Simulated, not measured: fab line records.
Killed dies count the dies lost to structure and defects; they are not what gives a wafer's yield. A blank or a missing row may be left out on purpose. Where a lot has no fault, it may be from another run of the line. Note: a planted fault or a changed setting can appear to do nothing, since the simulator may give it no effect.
Which tool is to blame?    flow gf180mcu    route of 602 steps, sampled at 1 step: 6 lots, 18 wafers

## WHAT THE GAUGES SHOWED, per wafer
GF_STI_THK_MEAS_04.
lot   measured     on            STI_CVD_03_THK (nm)
L534  day 2 04:59  filmMetro-03  207.7 206.9 207.2
L536  day 2 14:34  filmMetro-01  209.6 208.6 208.9
L538  day 3 00:35  filmMetro-04  204.0 206.1 205.6
L540  day 3 11:05  filmMetro-03  207.9 208.9 208.1
L542  day 3 20:37  filmMetro-04  207.2 205.4 206.9
L553  day 6 03:58  filmMetro-01  206.9 208.9 207.9

## WHICH TOOL RAN EACH LOT (tool, then ch and the chambers of the sampled wafers, then the start)
There is no process step in the record ahead of these readings.

## THE ANSWER, worked out from the rows above alone
Rule: what is usual is taken from the lots themselves. Put in order of their means at a reading, lots are off if they are a third of the lots or fewer, leave a main group of 4 or more, and stand apart from it by a gap of 3 or more times the standard deviation of the main group's means; of several such gaps the widest counts. Not used: any main group whose means are identical at the precision the tables above print for the reading. Also off: a lot with no number at a reading for which 4 or more lots have one. Where the step has rows for the other lots, those lots are counted as sound.
No lot is off on any of the readings shown, so nothing can be concluded from this.

## WHAT THE SIMULATOR HAD INSERTED
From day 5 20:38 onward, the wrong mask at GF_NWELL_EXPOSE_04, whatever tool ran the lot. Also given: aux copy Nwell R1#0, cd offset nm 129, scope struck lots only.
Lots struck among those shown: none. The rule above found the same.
